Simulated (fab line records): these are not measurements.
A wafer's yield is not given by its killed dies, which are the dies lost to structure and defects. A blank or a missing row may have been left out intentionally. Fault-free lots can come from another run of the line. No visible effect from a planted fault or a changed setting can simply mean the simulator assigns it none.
8D (eight disciplines) problem report, filled in by code ; flow sky130 ; the parts of the form that need people (team, actions taken, sign-off) are left out

== 1. PROBLEM STATEMENT ==
At SKY_LDD_HVP_IMPLANT_08, beamEnergyKeV averages 20.508 over 6 wafers from 2 lots, while fault-free wafers read 20.000, standard deviation 0.0061. That is +83 standard deviations from the usual mean.
Earliest sighting: wafer L556.1 on implanter-02 at day 26 05:19. The record holds 18 wafers of 6 lots with a number at this step. Rule for "out" (also "out of limits"): further than 4 standard deviations from the usual mean. The rest of the wafers with a number are treated as sound.

== 2. WHAT IT IS; WHAT IT IS NOT ==
question;is;is not
which readings at this step;beamEnergyKeV;beamOnS, endStationPressureTorr
which lots;L556, L559;L546, L548, L560, L564
which wafers of those lots;all that have a number;-
read on which tools;implanter-02;implanter-03, implanter-04
when;from day 26 05:19;"up to then (6 sound wafers); but 6 sound wafers of L560, L564 came after"

== 3. THE SUSPECTS, EACH WITH WHAT RULES IT OUT ==
Counting: any tool at a process step up to the reading is kept as a suspect provided that every lot that is out went through it and no sound lot did after the first of them.
- implanter-02 at SKY_LDD_HVP_IMPLANT_08: kept. It ran every lot that is out, first L556 (day 26 05:19), and no sound lot after that; its last sound lot up to then is L546 (day 22 23:34). On those wafers its own readings are out: beamEnergyKeV.
The count leaves implanter-02 at SKY_LDD_HVP_IMPLANT_08.

== 4. THE CAUSE (what the simulator had put in) ==
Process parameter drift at SKY_LDD_HVP_IMPLANT_08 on implanter-02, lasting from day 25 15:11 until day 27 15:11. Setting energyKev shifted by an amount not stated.
Only this tool survived the counting.

== 5. THE CHAIN OF EFFECTS, in route order ==
Each row: a reading where the mean over the struck wafers with a number is more than 3 standard deviations away from the usual. Readings are gone through only where the record gives a usual standard deviation; hours: the median, over the lots, of the time from a lot's start at the first step in this table giving one to that lot's start at this step; sigmas: the change measured in usual standard deviations.
hours;step;reading;usual;on struck wafers;change;sigmas
0;SKY_LDD_HVP_IMPLANT_08;beamEnergyKeV;20.000;20.508;+0.508;+83
Process steps it contains:
- SKY_LDD_HVP_IMPLANT_08

== 6. HOW IT WOULD HAVE BEEN CAUGHT EARLIER ==
14 hours passed between the start of the fault at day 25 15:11 and the first reading out of limits in this record, taken at day 26 05:19.
